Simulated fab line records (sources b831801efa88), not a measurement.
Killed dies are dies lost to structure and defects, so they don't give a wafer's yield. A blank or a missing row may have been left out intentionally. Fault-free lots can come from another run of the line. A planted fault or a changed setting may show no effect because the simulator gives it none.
The tool behind it: which one? / flow sky130 / 11 lots with 33 wafers sampled at 6 steps, on a route of 708 steps

## WHAT EACH GAUGE READ, for each wafer
SKY_LI_CONTACT_THK_MEAS_01.
lot=L388; measured=day 28 18:55; on=film-metro-01; LI_CONTACT_HDPCVD_THK (nm)=922 933 920
lot=L389; measured=day 29 00:32; on=film-metro-03; LI_CONTACT_HDPCVD_THK (nm)=930 931 935
lot=L391; measured=day 29 19:55; on=film-metro-01; LI_CONTACT_HDPCVD_THK (nm)=924 925 928
lot=L395; measured=day 31 03:44; on=film-metro-03; LI_CONTACT_HDPCVD_THK (nm)=931 915 918
lot=L398; measured=day 32 04:14; on=film-metro-01; LI_CONTACT_HDPCVD_THK (nm)=1093 928 1094 1091 929 1093
lot=L399; measured=day 32 12:12; on=film-metro-02; LI_CONTACT_HDPCVD_THK (nm)=1083 1090 924 1084 1090 924
lot=L401; measured=day 33 01:15; on=film-metro-03; LI_CONTACT_HDPCVD_THK (nm)=928 913 918
lot=L402; measured=day 33 09:24; on=film-metro-02; LI_CONTACT_HDPCVD_THK (nm)=933 922 935
lot=L405; measured=day 34 04:26; on=film-metro-01; LI_CONTACT_HDPCVD_THK (nm)=933 921 928
lot=L406; measured=day 34 18:28; on=film-metro-02; LI_CONTACT_HDPCVD_THK (nm)=937 928 930
lot=L408; measured=day 35 00:11; on=film-metro-03; LI_CONTACT_HDPCVD_THK (nm)=931 944 923

SKY_LI_CONTACT_THK_MEAS_23: measures by xrf.
lot=L388; measured=day 30 00:00; on=film-metro-01; LI_CONTACT_W_THK (nm)=399 398 396
lot=L389; measured=day 30 06:14; on=film-metro-03; LI_CONTACT_W_THK (nm)=383 385 379
lot=L391; measured=day 31 01:20; on=film-metro-02; LI_CONTACT_W_THK (nm)=385 379 380
lot=L395; measured=day 32 08:32; on=film-metro-02; LI_CONTACT_W_THK (nm)=370 378 369
lot=L398; measured=day 33 08:58; on=film-metro-02; LI_CONTACT_W_THK (nm)=373 369 371
lot=L399; measured=day 33 16:02; on=film-metro-03; LI_CONTACT_W_THK (nm)=378 380 384
lot=L401; measured=day 34 05:20; on=film-metro-01; LI_CONTACT_W_THK (nm)=397 394 399
lot=L402; measured=day 34 13:23; on=film-metro-03; LI_CONTACT_W_THK (nm)=389 381 382
lot=L405; measured=day 35 08:44; on=film-metro-02; LI_CONTACT_W_THK (nm)=373 374 377
lot=L406; measured=day 35 22:53; on=film-metro-02; LI_CONTACT_W_THK (nm)=371 373 376
lot=L408; measured=day 36 04:14; on=film-metro-01; LI_CONTACT_W_THK (nm)=389 390 387

## EACH LOT AND THE TOOL THAT RAN IT (in order: tool; ch and the chambers of the sampled wafers; start)
lot=L388; SKY_LDD_LDN_STRIP_12=plasma-asher-04 ch 0,1, day 23 18:13; SKY_LI_CONTACT_HDPCVD_00=hdpcvd-01 ch 0,1,2, day 28 18:48; SKY_LI_CONTACT_CMP_02=cmp-01 ch 0,2,3, day 28 18:58; SKY_LI_CONTACT_SPUTTER_19=pvd-sputter-03, day 29 23:29
lot=L389; SKY_LDD_LDN_STRIP_12=plasma-asher-04 ch 0,1, day 24 01:13; SKY_LI_CONTACT_HDPCVD_00=hdpcvd-02 ch 0,1,2, day 29 00:26; SKY_LI_CONTACT_CMP_02=cmp-01 ch 1,2,3, day 29 00:41; SKY_LI_CONTACT_SPUTTER_19=pvd-sputter-03, day 30 05:51
lot=L391; SKY_LDD_LDN_STRIP_12=plasma-asher-04 ch 0,1, day 24 20:05; SKY_LI_CONTACT_HDPCVD_00=hdpcvd-02 ch 0,1,2, day 29 19:49; SKY_LI_CONTACT_CMP_02=cmp-02 ch 2,3, day 29 19:58; SKY_LI_CONTACT_SPUTTER_19=pvd-sputter-01, day 31 00:57
lot=L395; SKY_LDD_LDN_STRIP_12=plasma-asher-01 ch 0,1, day 26 07:32; SKY_LI_CONTACT_HDPCVD_00=hdpcvd-01 ch 0,1,2, day 31 03:38; SKY_LI_CONTACT_CMP_02=cmp-02 ch 0,1,2, day 31 03:48; SKY_LI_CONTACT_SPUTTER_19=pvd-sputter-03, day 32 08:09
lot=L398; SKY_LDD_LDN_STRIP_12=plasma-asher-02 ch 0,1, day 27 06:18; SKY_LI_CONTACT_HDPCVD_00=hdpcvd-02 ch 0,1,2, day 32 04:07; SKY_LI_CONTACT_CMP_02=cmp-01 ch 1,2,3, day 32 06:46; SKY_LI_CONTACT_SPUTTER_19=pvd-sputter-03, day 33 08:35
lot=L399; SKY_LDD_LDN_STRIP_12=plasma-asher-02 ch 0,1, day 27 16:54; SKY_LI_CONTACT_HDPCVD_00=hdpcvd-02 ch 0,2, day 32 12:05; SKY_LI_CONTACT_CMP_02=cmp-02 ch 1,2, day 32 17:57; SKY_LI_CONTACT_SPUTTER_19=pvd-sputter-01, day 33 15:39
lot=L401; SKY_LDD_LDN_STRIP_12=plasma-asher-01 ch 1, day 28 05:51; SKY_LI_CONTACT_HDPCVD_00=hdpcvd-01 ch 0,1, day 33 01:08; SKY_LI_CONTACT_CMP_02=cmp-02 ch 0,1, day 33 01:18; SKY_LI_CONTACT_SPUTTER_19=pvd-sputter-01, day 34 04:56
lot=L402; SKY_LDD_LDN_STRIP_12=plasma-asher-01 ch 0,1, day 28 16:08; SKY_LI_CONTACT_HDPCVD_00=hdpcvd-01 ch 1,2, day 33 09:18; SKY_LI_CONTACT_CMP_02=cmp-02 ch 1,2,3, day 33 09:28; SKY_LI_CONTACT_SPUTTER_19=pvd-sputter-04, day 34 13:00
lot=L405; SKY_LDD_LDN_STRIP_12=plasma-asher-04 ch 0,1, day 29 11:33; SKY_LI_CONTACT_HDPCVD_00=hdpcvd-01 ch 0,1,2, day 34 04:20; SKY_LI_CONTACT_CMP_02=cmp-02 ch 1,2,3, day 34 04:38; SKY_LI_CONTACT_SPUTTER_19=pvd-sputter-03, day 35 08:21
lot=L406; SKY_LDD_LDN_STRIP_12=plasma-asher-01 ch 0,1, day 30 02:48; SKY_LI_CONTACT_HDPCVD_00=hdpcvd-01 ch 0,1,2, day 34 18:22; SKY_LI_CONTACT_CMP_02=cmp-02 ch 0,1,2, day 34 18:35; SKY_LI_CONTACT_SPUTTER_19=pvd-sputter-04, day 35 22:30
lot=L408; SKY_LDD_LDN_STRIP_12=plasma-asher-02 ch 0,1, day 30 09:21; SKY_LI_CONTACT_HDPCVD_00=hdpcvd-01 ch 1,2, day 35 00:05; SKY_LI_CONTACT_CMP_02=cmp-02 ch 1,2,3, day 35 00:14; SKY_LI_CONTACT_SPUTTER_19=pvd-sputter-01, day 36 03:50
- SKY_LDD_LDN_STRIP_12: strips in O2/N2.
- SKY_LI_CONTACT_HDPCVD_00: deposits PSG, target thk 930 nm, time 155 s.
- SKY_LI_CONTACT_CMP_02: polishes PSG.
- SKY_LI_CONTACT_SPUTTER_19: material Ti, target thk 20 nm, time 106.37 s.

## WHAT THE TOOLS THEMSELVES READ (means of the sampled wafers that have a number; where no wafer has one, the mark that the record gives instead)
SKY_LDD_LDN_STRIP_12.
lot=L388; tool=plasma-asher-04; drypump-motor-current-A (A)=5.2; oes-product-au (a.u.)=0.714; strip-time-to-endpoint-s (s)=14.16
lot=L389; tool=plasma-asher-04; drypump-motor-current-A (A)=5.2; oes-product-au (a.u.)=0.721; strip-time-to-endpoint-s (s)=14.10
lot=L391; tool=plasma-asher-04; drypump-motor-current-A (A)=5.2; oes-product-au (a.u.)=0.723; strip-time-to-endpoint-s (s)=14.13
lot=L395; tool=plasma-asher-01; drypump-motor-current-A (A)=5.2; oes-product-au (a.u.)=0.718; strip-time-to-endpoint-s (s)=14.14
lot=L398; tool=plasma-asher-02; drypump-motor-current-A (A)=5.7; oes-product-au (a.u.)=0.710; strip-time-to-endpoint-s (s)=14.21
lot=L399; tool=plasma-asher-02; drypump-motor-current-A (A)=5.7; oes-product-au (a.u.)=0.715; strip-time-to-endpoint-s (s)=14.11
lot=L401; tool=plasma-asher-01; drypump-motor-current-A (A)=5.4; oes-product-au (a.u.)=0.712; strip-time-to-endpoint-s (s)=14.16
lot=L402; tool=plasma-asher-01; drypump-motor-current-A (A)=5.2; oes-product-au (a.u.)=0.714; strip-time-to-endpoint-s (s)=14.20
lot=L405; tool=plasma-asher-04; drypump-motor-current-A (A)=5.3; oes-product-au (a.u.)=0.719; strip-time-to-endpoint-s (s)=14.12
lot=L406; tool=plasma-asher-01; drypump-motor-current-A (A)=5.2; oes-product-au (a.u.)=0.712; strip-time-to-endpoint-s (s)=14.14
lot=L408; tool=plasma-asher-02; drypump-motor-current-A (A)=5.6; oes-product-au (a.u.)=0.718; strip-time-to-endpoint-s (s)=14.15

SKY_LI_CONTACT_HDPCVD_00.
lot=L388; tool=hdpcvd-01; run-length-s (s)=182.8; sih4-flow-sccm (sccm)=60.24
lot=L389; tool=hdpcvd-02; run-length-s (s)=183.1; sih4-flow-sccm (sccm)=60.02
lot=L391; tool=hdpcvd-02; run-length-s (s)=183.0; sih4-flow-sccm (sccm)=60.14
lot=L395; tool=hdpcvd-01; run-length-s (s)=182.7; sih4-flow-sccm (sccm)=59.93
lot=L398; tool=hdpcvd-02; run-length-s (s)=200.7; sih4-flow-sccm (sccm)=60.04
lot=L399; tool=hdpcvd-02; run-length-s (s)=201.2; sih4-flow-sccm (sccm)=59.95
lot=L401; tool=hdpcvd-01; run-length-s (s)=182.6; sih4-flow-sccm (sccm)=60.05
lot=L402; tool=hdpcvd-01; run-length-s (s)=182.9; sih4-flow-sccm (sccm)=60.11
lot=L405; tool=hdpcvd-01; run-length-s (s)=182.8; sih4-flow-sccm (sccm)=60.14
lot=L406; tool=hdpcvd-01; run-length-s (s)=182.9; sih4-flow-sccm (sccm)=59.96
lot=L408; tool=hdpcvd-01; run-length-s (s)=182.2; sih4-flow-sccm (sccm)=60.06

SKY_LI_CONTACT_CMP_02.
lot=L388; tool=cmp-01; edge-zone-pressure-frac=0.999; motor-current-A (A)=11.6; time-to-endpoint-s (s)=34.9
lot=L389; tool=cmp-01; edge-zone-pressure-frac=1.000; motor-current-A (A)=12.0; time-to-endpoint-s (s)=32.4
lot=L391; tool=cmp-02; edge-zone-pressure-frac=0.995; motor-current-A (A)=12.1; time-to-endpoint-s (s)=30.5
lot=L395; tool=cmp-02; edge-zone-pressure-frac=1.001; motor-current-A (A)=13.3; time-to-endpoint-s (s)=31.8
lot=L398; tool=cmp-01; edge-zone-pressure-frac=0.997; motor-current-A (A)=11.7; time-to-endpoint-s (s)=45.1
lot=L399; tool=cmp-02; edge-zone-pressure-frac=1.003; motor-current-A (A)=13.1; time-to-endpoint-s (s)=42.1
lot=L401; tool=cmp-02; edge-zone-pressure-frac=0.997; motor-current-A (A)=13.9; time-to-endpoint-s (s)=32.3
lot=L402; tool=cmp-02; edge-zone-pressure-frac=1.000; motor-current-A (A)=12.6; time-to-endpoint-s (s)=30.7
lot=L405; tool=cmp-02; edge-zone-pressure-frac=0.995; motor-current-A (A)=12.6; time-to-endpoint-s (s)=32.5
lot=L406; tool=cmp-02; edge-zone-pressure-frac=0.997; motor-current-A (A)=13.7; time-to-endpoint-s (s)=31.7
lot=L408; tool=cmp-02; edge-zone-pressure-frac=0.997; motor-current-A (A)=13.2; time-to-endpoint-s (s)=33.1

SKY_LI_CONTACT_SPUTTER_19.
lot=L388; tool=pvd-sputter-03; throttle-valve-pct (%)=30.9
lot=L389; tool=pvd-sputter-03; throttle-valve-pct (%)=30.0
lot=L391; tool=pvd-sputter-01; throttle-valve-pct (%)=30.0
lot=L395; tool=pvd-sputter-03; throttle-valve-pct (%)=31.0
lot=L398; tool=pvd-sputter-03; throttle-valve-pct (%)=31.0
lot=L399; tool=pvd-sputter-01; throttle-valve-pct (%)=29.7
lot=L401; tool=pvd-sputter-01; throttle-valve-pct (%)=30.7
lot=L402; tool=pvd-sputter-04; throttle-valve-pct (%)=30.1
lot=L405; tool=pvd-sputter-03; throttle-valve-pct (%)=32.1
lot=L406; tool=pvd-sputter-04; throttle-valve-pct (%)=29.4
lot=L408; tool=pvd-sputter-01; throttle-valve-pct (%)=30.0

## THE ANSWER, worked out from the rows above alone
Rule: usual is defined by the lots themselves. Put in order of their means at a reading, lots are off if they are a third of the lots or fewer, leave a main group of 4 or more, and stand apart from it by a gap of 3 or more times the standard deviation of the main group's means; of several such gaps the widest counts. Not used: any main group whose means are identical at the precision the tables above print for the reading. A lot without any number at a reading at which 4 lots or more have one is off too. All remaining lots with rows at the step are treated as sound. After the gauges, taken in route order, come the tools' own readings; for these a lot's mean is taken, as printed above. At the first step where some lot is off, the reading lying furthest off is the one used; lots without a number count as furthest.
Off: L398, L399, seen at SKY_LI_CONTACT_THK_MEAS_01 (LI_CONTACT_HDPCVD_THK). The main group: mean 927 nm, standard deviation 4.5.
A tool fits if, at a process step before that reading, it ran every lot that is off, and no sound lot after the first of them. Not tried: the gauges at SKY_LI_CONTACT_THK_MEAS_01; whatever is off there is also off at SKY_LI_CONTACT_HDPCVD_00, on other tools, and gauge error can't account for it. One fits: SKY_LI_CONTACT_HDPCVD_00 on hdpcvd-02. A fault onset in the window from L391 (day 29 19:49, its last sound lot) to L398 (day 32 04:07, its first lot off) fits.
On the lots that are off, the tool's own readings at SKY_LI_CONTACT_HDPCVD_00 differ by more than 5 times the standard deviation of the sound lots' means, which bears it out; run-length-s reads 200.9 s there versus 182.8 s on the sound lots.

## WHAT THE SIMULATOR HAD PUT IN
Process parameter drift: hdpcvd-02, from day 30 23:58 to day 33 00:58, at SKY_LI_CONTACT_HDPCVD_00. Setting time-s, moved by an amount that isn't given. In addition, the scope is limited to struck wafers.
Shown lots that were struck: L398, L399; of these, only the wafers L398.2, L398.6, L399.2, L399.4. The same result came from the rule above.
